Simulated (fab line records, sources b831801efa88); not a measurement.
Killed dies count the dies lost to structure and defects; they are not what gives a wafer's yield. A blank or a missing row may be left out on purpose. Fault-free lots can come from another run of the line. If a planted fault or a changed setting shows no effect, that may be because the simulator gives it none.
fab line records	flow sky130
record lots=11	wafers=32	lastDay=50
route steps=708 shown LI_CONTACT@377 METAL2@486 CAPM@539 VIA3@586 PAD_OPEN@708
lots that met no fault: taken from a fault-free run of the same line
startH: the number of hours between the record's first day and the start of the first shown wafer of the lot	waitH: time in hours since the lot's previous step	" the same as in the row above	L1.1+2: several wafers, shown together as one row	- no value, or no start was given	* or withheld: withheld	< > ~ a bound
route shown NAME@n: a module of which the file shows steps, and the number in the route of the first	usual: average and standard deviation across the fault-free wafers	same: alike in all rows	chamber/n: place in a boat	sites: per-site readings	_std_site: their standard deviation	_edge_site: outer sites' mean less inner sites'	radiusMm: how far each site lies from the wafer's centre	mask NAME#n: copy n	behind: tool/chamber where the wafer was last shaped	hold: the reason the lot was held/the length of the hold in hours/how it ended	device: names the non-switching transistor (n, p or np)	end of line: tests run on the same wafers once the route is complete	step lacking rows: just its recipe	killed: dies that structure and defects cost at the first sort, which is not the same as the wafer's yield	map: a wafer's dies, marking killed ones x, the rest . and places with no die _
set.NAME: the setting as run; set.NAME@STEP: as run at that earlier step	model.NAME: the simulator's own value behind a step, which no gauge read
steps of the route over a sample of lots; a table a step, a row a wafer
services: the hour from which a tool's chamber was out of use, counted from the record's first day as startH (under 0 if before that day), plus the number of hours and why
## steps
# step SKY_LI_CONTACT_ETCH_15
# recipe target=PSG	chemistry=C4F8/O2/Ar	stopOn=Si	taperDeg=4.15	maskMaterial=KrF-thick	sourceW=1500	biasW=1200	pressureMtorr=40	c4f8FlowSccm=withheld	O2_flow_sccm=6	Ar_flow_sccm=300	timeS=withheld	targetDepthA=6000
# usual oesProductAu=0.837/0.0051
lot.wafer	tool	chamber	startH	waitH	oesProductAu
L979.2	rieDiel-04	1	688.02	0.0	0.837
L979.4	"	0	"	"	0.839
L979.5	"	1	"	"	0.829
L980.1	rieDiel-02	3	692.77	0.0	0.835
L980.4	"	1	"	"	0.836
L980.5	"	1	"	"	0.839
L981.1	rieDiel-03	2	699.95	0.0	0.839
L981.2	"	3	"	"	0.840
L981.5	"	0	"	"	0.837
L983.2	rieDiel-03	3	720.10	0.0	0.831
L983.3	"	0	"	"	0.837
L983.4	"	2	"	"	0.836
L987.1	rieDiel-03	3	773.25	0.0	0.842
L987.2	"	1	"	"	0.831
L987.5	"	2	"	"	0.834
L988.2	rieDiel-04	2	783.33	0.0	0.835
L988.4	"	1	"	"	0.838
L988.6	"	3	"	"	0.833
L989.3	rieDiel-04	0	792.80	0.0	0.842
L989.4	"	3	"	"	0.828
L989.5	"	3	"	"	0.842
L992.1	rieDiel-03	0	803.20	0.0	0.841
L992.3	"	3	"	"	0.844
L992.4	"	0	"	"	0.836
L994.1	rieDiel-03	1	813.27	0.0	0.834
L994.5	"	1	"	"	0.838
L996.1	rieDiel-03	0	837.55	0.0	0.841
L996.3	"	1	"	"	0.844
L996.6	"	0	"	"	0.843
L100.1	rieDiel-02	1	849.90	0.0	0.830
L100.3	"	0	"	"	0.828
L100.5	"	1	"	"	0.840
# step SKY_METAL2_SPUTTER_03
# recipe material=Ti	targetThkNm=5	powerW=3000	timeS=3.3	chamberPressurePa=0.4
# usual chamberPressurePa=0.4001/0.0008	throttleValvePct=29.6/0.77
lot.wafer	tool	chamber	startH	waitH	chamberPressurePa	throttleValvePct
L979.2	pvdSputter-04	-	803.14	0.0	0.4008	29.7
L979.4	"	-	"	"	0.4007	31.2
L979.5	"	-	"	"	0.3999	30.0
L980.1	pvdSputter-01	-	806.99	0.0	0.3986	29.4
L980.4	"	-	"	"	0.3988	28.7
L980.5	"	-	"	"	0.3981	29.6
L981.1	pvdSputter-03	-	815.00	0.0	0.4002	30.4
L981.2	"	-	"	"	0.4009	30.1
L981.5	"	-	"	"	0.4013	28.8
L983.2	pvdSputter-01	-	834.13	0.0	0.4004	29.5
L983.3	"	-	"	"	0.4009	30.6
L983.4	"	-	"	"	0.4016	29.2
L987.1	pvdSputter-04	-	884.70	0.0	0.3990	30.0
L987.2	"	-	"	"	0.3990	28.3
L987.5	"	-	"	"	0.3989	30.0
L988.2	pvdSputter-03	-	893.32	0.0	0.4000	28.9
L988.4	"	-	"	"	0.3998	30.1
L988.6	"	-	"	"	0.3995	29.8
L989.3	pvdSputter-03	-	902.91	0.0	0.4003	30.2
L989.4	"	-	"	"	0.4007	29.4
L989.5	"	-	"	"	0.4006	29.7
L992.1	pvdSputter-01	-	913.31	0.0	0.4003	28.7
L992.3	"	-	"	"	0.4010	29.4
L992.4	"	-	"	"	0.4004	29.4
L994.1	pvdSputter-01	-	923.99	0.0	0.4007	30.8
L994.5	"	-	"	"	0.4005	28.5
L996.1	pvdSputter-01	-	945.97	0.0	0.3998	28.5
L996.3	"	-	"	"	0.4018	29.3
L996.6	"	-	"	"	0.4013	29.3
L100.1	pvdSputter-03	-	958.38	0.0	0.4000	30.5
L100.3	"	-	"	"	0.4001	29.8
L100.5	"	-	"	"	0.3998	29.6
# step SKY_CAPM_SPUTTER_02
# recipe material=TiN	targetThkNm=200	tempC=300	powerW=6500	timeS=166.7	chamberPressurePa=0.4
# usual chamberPressurePa=0.4000/0.00088	throttleValvePct=29.7/0.75
lot.wafer	tool	chamber	startH	waitH	chamberPressurePa	throttleValvePct
L979.2	pvdSputter-02	-	858.92	0.0	0.3996	29.7
L979.4	"	-	"	"	0.3990	29.5
L979.5	"	-	"	"	0.3993	29.9
L980.1	pvdSputter-04	-	863.08	0.1	0.4007	30.2
L980.4	"	-	"	"	0.3993	30.0
L980.5	"	-	"	"	0.3999	31.3
L981.1	pvdSputter-03	-	870.28	0.1	0.4010	30.2
L981.2	"	-	"	"	0.3995	29.4
L981.5	"	-	"	"	0.4007	28.9
L983.2	pvdSputter-03	-	889.52	0.0	0.3992	30.5
L983.3	"	-	"	"	0.4001	28.9
L983.4	"	-	"	"	0.3998	29.6
L987.1	pvdSputter-03	-	938.37	0.1	0.3992	29.4
L987.2	"	-	"	"	0.4006	29.9
L987.5	"	-	"	"	0.4012	29.9
L988.2	pvdSputter-03	-	946.53	0.0	0.4018	29.9
L988.4	"	-	"	"	0.4002	28.8
L988.6	"	-	"	"	0.4011	29.9
L989.3	pvdSputter-03	-	956.07	0.0	0.3996	30.5
L989.4	"	-	"	"	0.4000	30.2
L989.5	"	-	"	"	0.3991	28.9
L992.1	pvdSputter-03	-	965.67	0.1	0.3997	29.3
L992.3	"	-	"	"	0.3978	29.8
L992.4	"	-	"	"	0.3986	30.3
L994.1	pvdSputter-03	-	975.20	0.1	0.3993	29.5
L994.5	"	-	"	"	0.3998	29.8
L996.1	pvdSputter-03	-	996.25	0.1	0.4006	28.9
L996.3	"	-	"	"	0.4004	29.2
L996.6	"	-	"	"	0.4002	29.1
L100.1	pvdSputter-04	-	1009.42	0.1	0.4026	29.6
L100.3	"	-	"	"	0.3980	29.9
L100.5	"	-	"	"	0.4003	31.1
# step SKY_CAPM_RS_MEAS_03
# recipe thkMeasGauge=four-point-probe	reads=TiN_of_CAPM_SPUTTER_02
# usual CAPM_TIN_RS=6.92/0.066
lot.wafer	tool	chamber	startH	waitH	CAPM_TIN_RS[ohm/sq]
L979.2	filmMetro-01	-	859.05	0.1	6.95
L979.4	"	-	"	"	6.92
L979.5	"	-	"	"	6.98
L980.1	filmMetro-03	-	863.19	0.1	6.97
L980.4	"	-	"	"	6.91
L980.5	"	-	"	"	6.97
L981.1	filmMetro-03	-	870.39	0.1	6.91
L981.2	"	-	"	"	6.84
L981.5	"	-	"	"	6.94
L983.2	filmMetro-03	-	889.65	0.1	6.89
L983.3	"	-	"	"	6.92
L983.4	"	-	"	"	6.87
L987.1	filmMetro-02	-	938.48	0.1	6.85
L987.2	"	-	"	"	6.82
L987.5	"	-	"	"	6.88
L988.2	filmMetro-03	-	946.66	0.1	6.94
L988.4	"	-	"	"	7.06
L988.6	"	-	"	"	7.03
L989.3	filmMetro-01	-	956.22	0.1	7.06
L989.4	"	-	"	"	7.07
L989.5	"	-	"	"	7.08
L992.1	filmMetro-03	-	965.78	0.1	6.85
L992.3	"	-	"	"	6.92
L992.4	"	-	"	"	6.91
L994.1	filmMetro-01	-	975.31	0.1	6.07
L994.5	"	-	"	"	6.89
L996.1	filmMetro-02	-	996.36	0.1	6.07
L996.3	"	-	"	"	6.76
L996.6	"	-	"	"	6.94
L100.1	filmMetro-02	-	1009.53	0.1	6.97
L100.3	"	-	"	"	6.89
L100.5	"	-	"	"	7.00
# step SKY_CAPM_THK_MEAS_04
# recipe thkMeasGauge=xrf	reads=TiN_of_CAPM_SPUTTER_02
# usual CAPM_TIN_THK=197.5/1.9
lot.wafer	tool	chamber	startH	waitH	CAPM_TIN_THK[nm]
L979.2	filmMetro-01	-	859.16	0.1	197.3
L979.4	"	-	"	"	198.0
L979.5	"	-	"	"	196.1
L980.1	filmMetro-03	-	863.31	0.1	197.4
L980.4	"	-	"	"	199.3
L980.5	"	-	"	"	196.3
L981.1	filmMetro-03	-	870.51	0.1	197.2
L981.2	"	-	"	"	200.5
L981.5	"	-	"	"	197.3
L983.2	filmMetro-03	-	889.76	0.1	198.8
L983.3	"	-	"	"	197.6
L983.4	"	-	"	"	199.0
L987.1	filmMetro-02	-	938.60	0.1	199.9
L987.2	"	-	"	"	200.6
L987.5	"	-	"	"	199.2
L988.2	filmMetro-03	-	946.77	0.1	198.1
L988.4	"	-	"	"	193.9
L988.6	"	-	"	"	194.9
L989.3	filmMetro-01	-	956.32	0.1	194.7
L989.4	"	-	"	"	192.5
L989.5	"	-	"	"	193.2
L992.1	filmMetro-03	-	965.90	0.1	198.7
L992.3	"	-	"	"	196.5
L992.4	"	-	"	"	196.9
L994.1	filmMetro-01	-	975.43	0.1	223.3
L994.5	"	-	"	"	197.4
L996.1	filmMetro-02	-	996.48	0.1	222.7
L996.3	"	-	"	"	201.1
L996.6	"	-	"	"	195.0
L100.1	filmMetro-02	-	1009.65	0.1	195.5
L100.3	"	-	"	"	196.7
L100.5	"	-	"	"	194.2
# step SKY_CAPM_METAL_ETCH_13
# recipe targetDepthNm=220	stopOn=SiO2	chemistry=Cl2/BCl3	target=TiN	pressureMtorr=10	icpW=900	biasW=48.5	Cl2_flow_sccm=60	bcl3FlowSccm=30	timeS=62.9
# usual drypumpMotorCurrentA=5.8/0.55	oesProductAu=0.942/0.0066	throttleValvePct=21.902/0.0098
lot.wafer	tool	chamber	startH	waitH	drypumpMotorCurrentA	oesProductAu	rfHoursCounterH	throttleValvePct
L979.2	rieMetal-02	0	884.08	0.0	4.7	0.937	7	21.883
L979.4	"	0	"	"	4.7	0.950	-	21.890
L979.5	"	1	"	"	5.5	0.935	-	21.898
L980.1	rieMetal-03	0	888.79	0.0	6.0	0.940	9	21.915
L980.4	"	0	"	"	6.0	0.939	-	21.896
L980.5	"	0	"	"	6.0	0.938	-	21.918
L981.1	rieMetal-02	1	895.53	0.0	5.5	0.937	5	21.900
L981.2	"	0	"	"	4.7	0.944	8	21.905
L981.5	"	1	"	"	5.5	0.932	-	21.913
L983.2	rieMetal-01	0	914.79	0.0	6.4	0.946	3	21.907
L983.3	"	1	"	"	5.5	0.950	-	21.909
L983.4	"	0	"	"	6.4	0.949	-	21.920
L987.1	rieMetal-03	0	962.54	0.0	6.0	0.949	12	21.901
L987.2	"	1	"	"	6.3	0.938	13	21.878
L987.5	"	0	"	"	6.0	0.949	-	21.899
L988.2	rieMetal-03	0	969.84	0.0	6.0	0.946	12	21.884
L988.4	"	1	"	"	6.3	0.931	-	21.897
L988.6	"	1	"	"	6.3	0.941	-	21.913
L989.3	rieMetal-03	1	979.46	0.0	6.3	0.933	-	21.911
L989.4	"	0	"	"	6.1	0.929	-	21.910
L989.5	"	1	"	"	6.3	0.933	-	21.916
L992.1	rieMetal-03	1	989.19	0.0	6.2	0.946	15	21.910
L992.3	"	1	"	"	6.2	0.933	-	21.903
L992.4	"	0	"	"	6.0	0.939	-	21.890
L994.1	rieMetal-01	1	999.14	0.0	5.5	1.001	19	21.868
L994.5	"	1	"	"	5.4	0.936	-	21.900
L996.1	rieMetal-03	1	1019.74	0.0	6.3	0.988	16	21.871
L996.3	"	0	"	"	6.0	0.954	-	21.896
L996.6	"	1	"	"	6.3	0.938	-	21.902
L100.1	rieMetal-01	0	1032.19	0.0	6.4	0.939	10	21.910
L100.3	"	1	"	"	5.5	0.945	-	21.893
L100.5	"	0	"	"	6.4	0.936	-	21.891
# step SKY_VIA3_OVL_MEAS_13
# usual VIA3_OVL=-4/4.4
lot.wafer	tool	chamber	startH	waitH	VIA3_OVL[nm]
L979.2	overlay-01	-	937.08	0.1	-2
L979.4	"	-	"	"	-7
L979.5	"	-	"	"	-8
L980.1	overlay-02	-	941.73	0.1	-4
L980.4	"	-	"	"	-2
L980.5	"	-	"	"	-3
L981.1	overlay-02	-	947.67	0.1	-4
L981.2	"	-	"	"	-1
L981.5	"	-	"	"	-5
L983.2	overlay-01	-	964.95	0.1	-12
L983.3	"	-	"	"	-8
L983.4	"	-	"	"	-14
L987.1	overlay-01	-	1012.20	0.1	-13
L987.2	"	-	"	"	-3
L987.5	"	-	"	"	-8
L988.2	overlay-01	-	1019.80	0.1	-5
L988.4	"	-	"	"	-13
L988.6	"	-	"	"	-10
L989.3	overlay-01	-	1027.69	0.1	-1
L989.4	"	-	"	"	4
L989.5	"	-	"	"	6
L992.1	overlay-01	-	1037.53	0.1	-1
L992.3	"	-	"	"	-4
L992.4	"	-	"	"	-5
L994.5	overlay-01	-	1048.32	0.0	-7
L996.3	overlay-02	-	1065.59	0.1	-6
L996.6	"	-	"	"	0
L100.1	overlay-02	-	1077.93	0.1	0
L100.3	"	-	"	"	3
L100.5	"	-	"	"	1
# step SKY_PAD_OPEN_PROBE_99
# usual defectLimitedYield=82.4/1.8	killed_at_M0_to_M3=43/7.8	killed_at_M4_up=3.2/1.7	killedAtContacts=24/5.2	killedAtFrontEnd=15/4.5	killedAtOther=0.4/0.65	killedDies=87/9.1	killedOnRim=17/3.5	killedOpen=47/7.3	killedShort=40/6.5
# same grossDies=492	killedAtBackSide=0
lot.wafer	tool	chamber	startH	waitH	defectLimitedYield[%]	killed_at_M0_to_M3	killed_at_M4_up	killedAtContacts	killedAtFrontEnd	killedAtOther	killedDies	killedOnRim	killedOpen	killedShort
L979.2	prober-01	-	1082.43	0.1	79.9	50	3	32	14	0	99	22	57	42
L979.4	prober-01	-	1082.53	0.2	84.6	35	3	24	13	1	76	13	38	38
L979.5	prober-01	-	1082.58	0.2	84.3	32	5	23	17	0	77	17	37	40
L980.1	prober-02	-	1084.61	0.1	79.9	47	4	32	16	0	99	17	50	47
L980.4	prober-02	-	1084.76	0.2	84.3	36	2	27	11	1	77	16	43	33
L980.5	prober-02	-	1084.81	0.2	81.7	50	3	22	14	1	90	15	51	39
L981.1	prober-01	-	1090.98	0.1	80.5	45	5	29	17	0	96	15	59	37
L981.2	prober-01	-	1091.03	0.1	81.9	46	4	15	23	1	89	20	51	38
L981.5	prober-01	-	1091.18	0.2	84.1	40	4	24	10	0	78	14	47	31
L983.2	prober-01	-	1105.22	0.1	82.9	35	3	25	20	1	84	16	43	41
L983.3	prober-01	-	1105.27	0.2	80.5	41	2	35	16	2	96	18	43	53
L983.4	prober-01	-	1105.32	0.2	84.3	34	8	29	6	0	77	11	37	40
L987.1	prober-01	-	1144.03	0.1	82.1	45	3	21	19	0	88	18	40	48
L987.2	prober-01	-	1144.08	0.1	81.9	50	5	19	15	0	89	16	43	46
L987.5	prober-01	-	1144.23	0.2	84.6	36	6	16	17	1	76	20	39	37
L988.2	prober-02	-	1151.63	0.1	83.1	38	5	27	13	0	83	20	42	41
L988.4	prober-02	-	1151.73	0.2	85.0	38	3	16	17	0	74	15	30	44
L988.6	prober-02	-	1151.83	0.2	86.2	37	4	18	8	1	68	13	36	32
L989.3	prober-01	-	1156.77	0.2	85.4	34	3	23	12	0	72	13	38	34
L989.4	prober-01	-	1156.82	0.2	81.3	40	1	33	18	0	92	18	45	46
L989.5	prober-01	-	1156.87	0.2	85.2	35	3	21	14	0	73	17	41	32
L992.1	prober-02	-	1163.53	0.1	83.7	42	0	23	13	2	80	17	39	38
L992.3	prober-02	-	1163.63	0.2	82.5	44	5	25	11	1	86	20	49	36
L992.4	prober-02	-	1163.68	0.2	83.9	41	2	20	15	1	79	13	44	34
L994.1	prober-01	-	1174.38	0.1	13.4	52	2	19	18	335	426	81	43	47
L994.5	prober-01	-	1174.58	0.2	83.7	34	7	27	12	0	80	13	41	39
L996.1	prober-02	-	1187.29	0.1	8.5	35	2	18	16	379	450	96	41	30
L996.3	prober-02	-	1187.39	0.2	83.1	50	5	21	7	0	83	10	48	35
L996.6	prober-02	-	1187.54	0.2	83.1	41	4	25	13	0	83	16	45	38
L100.1	prober-02	-	1197.17	0.1	83.9	35	3	24	17	0	79	18	34	45
L100.3	prober-02	-	1197.27	0.2	84.6	26	2	29	19	0	76	17	49	27
L100.5	prober-02	-	1197.37	0.2	82.9	40	4	28	12	0	84	19	44	40
# killed by level:class
L979.2 CONTACT:geometricParticle:open=16 METAL2:geometricParticle:short=12 VIA1:geometricParticle:open=10 VIA3:geometricParticle:open=10 FIELD_ISO:geometricParticle:open=6 LI_CONTACT:geometricParticle:open=5 VIA1:geometricParticle:short=4 LI_CONTACT:geometricParticle:short=4
L979.4 CONTACT:geometricParticle:open=9 VIA3:geometricParticle:open=7 METAL1:geometricParticle:short=6 LI_CONTACT:geometricParticle:open=6 CONTACT:geometricParticle:short=6 FIELD_ISO:geometricParticle:open=5 FIELD_ISO:geometricParticle:short=5 METAL2:geometricParticle:short=5
L979.5 CONTACT:geometricParticle:short=8 VIA2:geometricParticle:open=8 FIELD_ISO:geometricParticle:short=6 CONTACT:geometricParticle:open=6 VIA1:geometricParticle:open=6 FIELD_ISO:geometricParticle:open=5 METAL1:geometricParticle:short=5 VIA1:geometricParticle:short=5
L980.1 CONTACT:geometricParticle:open=10 VIA3:geometricParticle:open=10 LI_CONTACT:geometricParticle:open=9 VIA1:geometricParticle:short=7 VIA1:geometricParticle:open=6 METAL1:geometricParticle:short=6 VIA3:geometricParticle:short=6 POLY_GATE:geometricParticle:short=5
L980.4 LI_CONTACT:geometricParticle:open=8 VIA1:geometricParticle:open=8 VIA3:geometricParticle:open=8 LOCAL_INTERCONNECT:geometricParticle:short=6 CONTACT:geometricParticle:open=6 METAL1:geometricParticle:short=6 VIA2:geometricParticle:open=4 FIELD_ISO:geometricParticle:short=3
L980.5 VIA1:geometricParticle:open=10 CONTACT:geometricParticle:short=7 VIA3:geometricParticle:open=7 METAL1:geometricParticle:short=6 CONTACT:geometricParticle:open=6 VIA2:geometricParticle:open=6 FIELD_ISO:geometricParticle:open=5 POLY_GATE:geometricParticle:open=5
L981.1 CONTACT:geometricParticle:open=11 VIA1:geometricParticle:open=10 VIA2:geometricParticle:open=10 LI_CONTACT:geometricParticle:open=9 VIA1:geometricParticle:short=7 FIELD_ISO:geometricParticle:short=5 METAL1:geometricParticle:open=5 METAL1:geometricParticle:short=5
L981.2 FIELD_ISO:geometricParticle:short=10 VIA3:geometricParticle:open=10 VIA1:geometricParticle:short=8 FIELD_ISO:geometricParticle:open=7 METAL1:geometricParticle:open=7 VIA2:geometricParticle:open=7 CONTACT:geometricParticle:open=5 METAL1:geometricParticle:short=4
L981.5 VIA1:geometricParticle:open=12 LI_CONTACT:geometricParticle:open=10 CONTACT:geometricParticle:open=7 METAL2:geometricParticle:short=7 METAL1:geometricParticle:short=6 VIA3:geometricParticle:open=4 FIELD_ISO:geometricParticle:short=3 CONTACT:geometricParticle:short=3
L983.2 CONTACT:geometricParticle:open=9 LI_CONTACT:geometricParticle:open=7 VIA1:geometricParticle:open=6 FIELD_ISO:geometricParticle:short=5 VIA1:geometricParticle:short=5 VIA2:geometricParticle:short=5 SPACER:geometricParticle:short=4 CONTACT:geometricParticle:short=4
L983.3 CONTACT:geometricParticle:open=10 LOCAL_INTERCONNECT:geometricParticle:short=10 CONTACT:geometricParticle:short=6 LI_CONTACT:geometricParticle:open=6 VIA3:geometricParticle:open=6 POLY_GATE:geometricParticle:short=5 VIA1:geometricParticle:open=5 METAL2:geometricParticle:short=5
L983.4 CONTACT:geometricParticle:open=9 LOCAL_INTERCONNECT:geometricParticle:short=8 LI_CONTACT:geometricParticle:open=7 VIA3:geometricParticle:short=6 VIA1:geometricParticle:short=6 VIA1:geometricParticle:open=5 VIA3:geometricParticle:open=5 CONTACT:geometricParticle:short=4
L987.1 VIA3:geometricParticle:open=10 VIA1:geometricParticle:open=9 CONTACT:geometricParticle:open=9 METAL1:geometricParticle:short=9 CONTACT:geometricParticle:short=7 FIELD_ISO:geometricParticle:short=6 POLY_GATE:geometricParticle:short=6 VIA1:geometricParticle:short=4
L987.2 VIA1:geometricParticle:open=13 METAL2:geometricParticle:short=7 LI_CONTACT:geometricParticle:open=6 CONTACT:geometricParticle:open=6 METAL1:geometricParticle:short=6 VIA3:geometricParticle:short=6 VIA3:geometricParticle:open=6 FIELD_ISO:geometricParticle:open=4
L987.5 CONTACT:geometricParticle:open=8 POLY_GATE:geometricParticle:short=6 VIA1:geometricParticle:open=6 VIA3:geometricParticle:open=6 FIELD_ISO:geometricParticle:open=5 VIA2:geometricParticle:short=5 VIA2:geometricParticle:open=5 METAL4:geometricParticle:short=5
L988.2 CONTACT:geometricParticle:open=9 METAL1:geometricParticle:short=6 FIELD_ISO:geometricParticle:short=5 LI_CONTACT:geometricParticle:open=5 VIA2:geometricParticle:open=5 VIA3:geometricParticle:open=5 CONTACT:geometricParticle:short=4 LOCAL_INTERCONNECT:geometricParticle:open=4
L988.4 VIA2:geometricParticle:open=6 METAL1:geometricParticle:short=6 LOCAL_INTERCONNECT:geometricParticle:short=5 CONTACT:geometricParticle:short=5 VIA1:geometricParticle:open=5 VIA1:geometricParticle:short=5 POLY_GATE:geometricParticle:short=4 CONTACT:geometricParticle:open=4
L988.6 METAL2:geometricParticle:short=8 VIA3:geometricParticle:open=7 LI_CONTACT:geometricParticle:open=6 LOCAL_INTERCONNECT:geometricParticle:short=6 VIA2:geometricParticle:open=5 VIA1:geometricParticle:open=5 POLY_GATE:geometricParticle:short=4 POLY_GATE:geometricParticle:open=3
L989.3 LI_CONTACT:geometricParticle:open=9 POLY_GATE:geometricParticle:open=6 VIA3:geometricParticle:open=6 VIA1:geometricParticle:open=6 LOCAL_INTERCONNECT:geometricParticle:short=5 CONTACT:geometricParticle:open=5 METAL1:geometricParticle:short=5 METAL2:geometricParticle:short=4
L989.4 CONTACT:geometricParticle:short=12 CONTACT:geometricParticle:open=9 VIA1:geometricParticle:open=9 POLY_GATE:geometricParticle:open=5 VIA1:geometricParticle:short=5 METAL2:geometricParticle:short=5 VIA3:geometricParticle:open=5 FIELD_ISO:geometricParticle:short=4
L989.5 CONTACT:geometricParticle:open=9 LI_CONTACT:geometricParticle:open=7 VIA1:geometricParticle:open=6 VIA3:geometricParticle:open=6 FIELD_ISO:geometricParticle:short=4 VIA2:geometricParticle:open=4 POLY_GATE:geometricParticle:open=3 CONTACT:geometricParticle:short=3
L992.1 VIA1:geometricParticle:open=10 CONTACT:geometricParticle:open=7 LI_CONTACT:geometricParticle:open=6 VIA1:geometricParticle:short=6 VIA3:geometricParticle:short=6 LOCAL_INTERCONNECT:geometricParticle:short=5 VIA2:geometricParticle:open=5 POLY_GATE:geometricParticle:short=4
L992.3 VIA3:geometricParticle:open=11 CONTACT:geometricParticle:open=10 VIA1:geometricParticle:open=7 CONTACT:geometricParticle:short=6 METAL1:geometricParticle:short=6 METAL2:geometricParticle:short=6 LI_CONTACT:geometricParticle:open=5 FIELD_ISO:geometricParticle:open=4
L992.4 VIA1:geometricParticle:open=11 METAL1:geometricParticle:short=9 VIA3:geometricParticle:open=7 LI_CONTACT:geometricParticle:open=6 FIELD_ISO:geometricParticle:open=5 POLY_GATE:geometricParticle:short=5 CONTACT:geometricParticle:open=5 CONTACT:geometricParticle:short=5
L994.1 CAPM:areaEtch=335 VIA1:geometricParticle:open=14 CONTACT:geometricParticle:short=7 POLY_GATE:geometricParticle:open=7 VIA2:geometricParticle:open=7 VIA1:geometricParticle:short=7 LI_CONTACT:geometricParticle:open=6 METAL2:geometricParticle:short=6
L994.5 LI_CONTACT:geometricParticle:open=8 VIA1:geometricParticle:open=8 CONTACT:geometricParticle:open=7 METAL4:geometricParticle:short=6 CONTACT:geometricParticle:short=6 VIA2:geometricParticle:open=6 METAL1:geometricParticle:short=5 METAL2:geometricParticle:short=5
L996.1 CAPM:areaEtch=379 METAL2:geometricParticle:short=8 CONTACT:geometricParticle:open=7 VIA1:geometricParticle:open=7 LI_CONTACT:geometricParticle:open=6 POLY_GATE:geometricParticle:open=5 METAL1:geometricParticle:short=5 FIELD_ISO:geometricParticle:short=4
L996.3 VIA1:geometricParticle:open=11 VIA2:geometricParticle:open=9 VIA3:geometricParticle:open=7 CONTACT:geometricParticle:open=7 LI_CONTACT:geometricParticle:open=5 METAL1:geometricParticle:short=5 METAL2:geometricParticle:short=5 METAL3:geometricParticle:short=4
L996.6 METAL1:geometricParticle:short=11 VIA1:geometricParticle:open=11 CONTACT:geometricParticle:open=8 VIA2:geometricParticle:open=5 LI_CONTACT:geometricParticle:open=5 LOCAL_INTERCONNECT:geometricParticle:short=4 LOCAL_INTERCONNECT:geometricParticle:open=4 VIA3:geometricParticle:open=4
L100.1 CONTACT:geometricParticle:open=10 VIA1:geometricParticle:open=9 POLY_GATE:geometricParticle:short=7 METAL1:geometricParticle:short=7 METAL2:geometricParticle:short=7 LI_CONTACT:geometricParticle:open=6 FIELD_ISO:geometricParticle:short=5 LI_CONTACT:geometricParticle:short=3
L100.3 LI_CONTACT:geometricParticle:open=12 CONTACT:geometricParticle:open=9 SPACER:geometricParticle:open=5 VIA3:geometricParticle:open=5 FIELD_ISO:geometricParticle:open=4 POLY_GATE:geometricParticle:short=4 VIA1:geometricParticle:open=4 METAL2:geometricParticle:short=4
L100.5 CONTACT:geometricParticle:open=11 VIA2:geometricParticle:open=8 LI_CONTACT:geometricParticle:short=6 METAL1:geometricParticle:open=5 VIA3:geometricParticle:open=5 POLY_GATE:geometricParticle:open=4 LOCAL_INTERCONNECT:geometricParticle:short=4 CONTACT:geometricParticle:short=4
## services
tool	chamber	startH	hours	kind
rieMetal-01	-	672.74	2.8	pm
rieDiel-03	-	735.82	14.6	pm
pvdSputter-01	-	741.10	16.8	repair
rieMetal-01	-	748.06	14.6	pm
rieMetal-01	-	774.12	0.2	repair
rieDiel-04	0	778.33	11.9	repair
rieDiel-03	0	780.75	2.1	repair
pvdSputter-04	-	789.37	1.3	repair
rieMetal-01	-	807.82	0.4	repair
rieMetal-01	-	810.12	4.3	pm
rieDiel-04	1	814.86	4.7	repair
rieMetal-01	1	816.83	2.0	repair
rieDiel-04	-	839.80	2.8	pm
pvdSputter-03	-	841.88	4.9	repair
rieDiel-04	1	866.37	7.2	repair
pvdSputter-01	-	867.85	1.5	repair
pvdSputter-01	-	883.75	1.2	repair
rieDiel-03	1	888.60	10.9	repair
rieDiel-04	0	895.37	4.6	repair
rieDiel-04	2	900.68	3.8	repair
pvdSputter-04	-	907.88	53.0	repair
pvdSputter-04	-	976.82	2.6	repair
pvdSputter-03	-	982.16	0.9	repair
pvdSputter-04	-	1027.30	6.3	repair
## key
firstSign step=SKY_CAPM_RS_MEAS_03	reading=CAPM_TIN_RS	direction=down	sigmas=13	usual=6.92	struck=6.07
effect step=SKY_CAPM_THK_MEAS_04	reading=CAPM_TIN_THK	direction=up	sigmas=13	usual=197.5	struck=223.0
effect step=SKY_CAPM_METAL_ETCH_13	reading=oesProductAu	direction=up	sigmas=7.9	usual=0.942	struck=0.994
effect step=SKY_PAD_OPEN_PROBE_99	reading=killedAtOther	direction=up	sigmas=99+	usual=0.4	struck=357
moreKillsBornAt SKY_CAPM_METAL_ETCH_13@rieMetal-03=379	SKY_CAPM_METAL_ETCH_13@rieMetal-01=335
metAt SKY_CAPM_SPUTTER_02
struckLots L994,L996
struckWafers L994.1,L996.1
laterRowsLeftOut L994.1,L996.1
notActingAt SKY_LI_CONTACT_ETCH_15,SKY_METAL2_SPUTTER_03,SKY_VIA3_OVL_MEAS_13
onsetBetween 965.67 975.20
fault kind=processParameterDrift	tool=pvdSputter-03	chamber=-	onsetH=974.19	steps=SKY_CAPM_SPUTTER_02	channel=targetThkNm	offset=26.047	shape=step	endH=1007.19	scope=struckWafersOnly	actsIn=theseRecipesOnly	stated=200
# laterRowsLeftOut: the simulator's readings of these wafers behind a module that went badly wrong aren't trusted and aren't shown, but for the sort
